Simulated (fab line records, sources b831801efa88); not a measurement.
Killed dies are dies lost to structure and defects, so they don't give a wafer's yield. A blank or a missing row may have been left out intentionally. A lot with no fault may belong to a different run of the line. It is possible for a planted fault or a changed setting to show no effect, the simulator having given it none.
Which tool was responsible? + flow sky130 + 39 wafers from 13 lots sampled at 5 of the route's 708 steps

## WHAT THE GAUGES READ, wafer by wafer
SKY_FIELD_ISO_THK_MEAS_25.
| lot  | measured    | on            | FIELD_ISO_CVD_24_THK (nm) |
|------|-------------|---------------|---------------------------|
| L237 | day 2 07:42 | film metro-03 | 608 597 609               |
| L238 | day 2 15:51 | film metro-04 | 602 594 597               |
| L239 | day 2 19:57 | film metro-01 | 610 600 605               |
| L240 | day 2 23:23 | film metro-01 | 597 597 599               |
| L242 | day 3 11:20 | film metro-01 | 598 597 595               |
| L244 | day 3 20:56 | film metro-03 | 600 604 606               |
| L245 | day 4 00:30 | film metro-01 | 605 601 612               |
| L247 | day 4 12:02 | film metro-03 | 586 585 588               |
| L249 | day 4 21:57 | film metro-01 | 598 600 593               |
| L254 | day 5 23:03 | film metro-01 | 592 603 593               |
| L255 | day 6 05:46 | film metro-04 | 599 597 597               |
| L256 | day 6 08:52 | film metro-01 | 596 601 594               |
| L258 | day 6 20:15 | film metro-04 | 589 599 595               |

SKY_PWDE_OVL_MEAS_07.
| lot  | measured    | on         | PWDE_OVL (nm)  |
|------|-------------|------------|----------------|
| L237 | day 4 00:58 | overlay-01 | 1.3 -1.4 1.8   |
| L238 | day 4 06:51 | overlay-01 | -0.1 -0.8 -0.2 |
| L239 | day 4 09:43 | overlay-02 | -1.2 -1.3 -0.9 |
| L240 | day 4 13:21 | overlay-02 | -0.7 -0.3 0.4  |
| L242 | day 5 01:00 | overlay-02 | -1.0 -0.9 -0.7 |
| L244 | day 5 11:20 | overlay-02 | 0.7 -0.2 1.5   |
| L245 | day 5 17:18 | overlay-02 | -2.6 -1.2 -2.4 |
| L247 | day 6 02:59 | overlay-02 | 1.2 -0.6 -0.4  |
| L249 | day 6 14:54 | overlay-01 | 0.7 0.2 2.2    |
| L254 | day 7 21:03 | overlay-02 | -0.7 -0.9 -0.8 |
| L255 | day 8 01:51 | overlay-01 | 1.2 0.5 0.0    |
| L256 | day 8 05:14 | overlay-02 | 0.5 0.8 1.3    |
| L258 | day 8 18:33 | overlay-01 | 0.1 0.3 1.6    |

SKY_PWDE_TW_MEAS_10.
| lot  | measured    | on            | PWDE_TW           |
|------|-------------|---------------|-------------------|
| L237 | day 4 01:15 | film metro-01 | 371.3 370.7 372.7 |
| L238 | day 4 07:08 | film metro-02 | 374.1 373.4 375.0 |
| L239 | day 4 10:00 | film metro-03 | 378.5 379.8 381.8 |
| L240 | day 4 13:47 | film metro-03 | 380.7 380.4 379.6 |
| L242 | day 5 01:17 | film metro-03 | 379.1 378.8 378.9 |
| L244 | day 5 11:38 | film metro-01 | 373.9 375.3 374.6 |
| L245 | day 5 17:35 | film metro-03 | 379.9 380.0 378.9 |
| L247 | day 6 03:17 | film metro-03 | 378.7 379.1 377.6 |
| L249 | day 6 15:11 | film metro-02 | 374.8 377.6 375.8 |
| L254 | day 7 21:20 | film metro-02 | 374.8 375.9 374.5 |
| L255 | day 8 02:08 | film metro-01 | 373.6 373.5 372.9 |
| L256 | day 8 05:32 | film metro-01 | 374.5 372.1 372.8 |
| L258 | day 8 18:50 | film metro-01 | 374.7 371.0 373.3 |

## EACH LOT AND THE TOOL THAT RAN IT (in order: tool; ch and the chambers of the sampled wafers; start)
| lot  | SKY_FIELD_ISO_COAT_08            | SKY_FIELD_ISO_STRIP_16              |
|------|----------------------------------|-------------------------------------|
| L237 | litho track-01 ch 0, day 1 20:00 | plasma asher-02 ch 0,1, day 2 04:11 |
| L238 | litho track-03 ch 0, day 2 03:00 | plasma asher-02 ch 0, day 2 11:09   |
| L239 | litho track-01 ch 0, day 2 07:00 | plasma asher-02 ch 0, day 2 15:34   |
| L240 | litho track-03 ch 0, day 2 12:00 | plasma asher-04 ch 0, day 2 20:49   |
| L242 | litho track-01 ch 0, day 3 00:00 | plasma asher-04 ch 1, day 3 08:58   |
| L244 | litho track-03 ch 0, day 3 10:00 | plasma asher-02 ch 0,1, day 3 18:39 |
| L245 | litho track-03 ch 0, day 3 13:00 | plasma asher-04 ch 0,1, day 3 22:34 |
| L247 | litho track-03 ch 0, day 4 00:00 | plasma asher-03 ch 0,1, day 4 10:01 |
| L249 | litho track-01 ch 0, day 4 09:00 | plasma asher-03 ch 0,1, day 4 18:49 |
| L254 | litho track-04 ch 0, day 5 11:00 | plasma asher-03 ch 0,1, day 5 21:07 |
| L255 | litho track-01 ch 0, day 5 18:00 | plasma asher-04 ch 0,1, day 6 04:00 |
| L256 | litho track-01 ch 0, day 5 21:00 | plasma asher-03 ch 0,1, day 6 07:07 |
| L258 | litho track-01 ch 0, day 6 08:00 | plasma asher-02 ch 0,1, day 6 18:30 |
- SKY_FIELD_ISO_COAT_08: resist thk 450 nm.
- SKY_FIELD_ISO_STRIP_16: strips in O2/N2.

## WHAT THE TOOLS THEMSELVES READ (means of the sampled wafers that have a number; where no wafer has one, the mark that the record gives instead)
SKY_FIELD_ISO_COAT_08.
| lot  | tool           | resist line temp C (C) | spin speed rpm (rpm) |
|------|----------------|------------------------|----------------------|
| L237 | litho track-01 | 22.85                  | 3000.3               |
| L238 | litho track-03 | 23.03                  | 3000.0               |
| L239 | litho track-01 | 22.92                  | 2998.7               |
| L240 | litho track-03 | 22.88                  | 3000.5               |
| L242 | litho track-01 | 22.85                  | 3000.6               |
| L244 | litho track-03 | 23.10                  | 3000.7               |
| L245 | litho track-03 | 22.99                  | 2999.4               |
| L247 | litho track-03 | 22.98                  | 3001.6               |
| L249 | litho track-01 | 23.02                  | 3001.0               |
| L254 | litho track-04 | 22.96                  | 3001.2               |
| L255 | litho track-01 | 23.14                  | 3231.0               |
| L256 | litho track-01 | 23.05                  | 3229.3               |
| L258 | litho track-01 | 23.00                  | 3229.5               |

SKY_FIELD_ISO_STRIP_16.
| lot  | tool            | drypump motor current A (A) | oes product au (a.u.) | strip time to endpoint s (s) |
|------|-----------------|-----------------------------|-----------------------|------------------------------|
| L237 | plasma asher-02 | 6.1                         | 0.379                 | 3.55                         |
| L238 | plasma asher-02 | 5.6                         | 0.375                 | 3.52                         |
| L239 | plasma asher-02 | 5.6                         | 0.377                 | 3.55                         |
| L240 | plasma asher-04 | 5.7                         | 0.379                 | 3.55                         |
| L242 | plasma asher-04 | 5.8                         | 0.380                 | 3.55                         |
| L244 | plasma asher-02 | 6.1                         | 0.378                 | 3.49                         |
| L245 | plasma asher-04 | 5.7                         | 0.375                 | 3.50                         |
| L247 | plasma asher-03 | 5.2                         | 0.379                 | 3.55                         |
| L249 | plasma asher-03 | 5.2                         | 0.382                 | 3.53                         |
| L254 | plasma asher-03 | 5.2                         | 0.379                 | 3.54                         |
| L255 | plasma asher-04 | 5.7                         | 0.364                 | 3.34                         |
| L256 | plasma asher-03 | 5.2                         | 0.371                 | 3.41                         |
| L258 | plasma asher-02 | 5.9                         | 0.371                 | 3.38                         |

## THE ANSWER, worked out from the rows above alone
Rule: the lots themselves supply what counts as usual. Put in order of their means at a reading, lots are off if they are a third of the lots or fewer, leave a main group of 4 or more, and stand apart from it by a gap of 3 or more times the standard deviation of the main group's means; of several such gaps the widest counts. Not used: any main group whose means are identical at the precision the tables above print for the reading. A lot without any number at a reading at which 4 lots or more have one is off too. Where the step has rows for the other lots, those lots are counted as sound. First the gauges in route order, then the tools' own readings, where a lot's mean is used as printed above. At the first step where some lot is off, the reading lying furthest off is the one used; lots without a number count as furthest.
Off: L255, L256, L258 (SKY_FIELD_ISO_COAT_08, spin speed rpm). Main group: mean 3000.4 rpm, sd 0.81.
A tool fits if, at that step or a process step before it, it ran every lot that is off, and no sound lot after the first of them. One fits: litho track-01 at SKY_FIELD_ISO_COAT_08. A fault onset in the window from L249 (day 4 09:00, its last sound lot) to L255 (day 5 18:00, its first lot off) fits.
On the lots that are off, the tool's own readings at SKY_FIELD_ISO_COAT_08 differ by more than 5 times the standard deviation of the sound lots' means, which bears it out; spin speed rpm reads 3229.9 rpm there versus 3000.4 rpm on the sound lots.

## WHAT THE SIMULATOR HAD PUT IN
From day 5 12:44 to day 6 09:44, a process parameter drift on litho track-01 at SKY_FIELD_ISO_COAT_08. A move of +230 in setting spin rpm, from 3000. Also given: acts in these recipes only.
Lots struck among those shown: L255, L256, L258. The rule above reached the same finding.
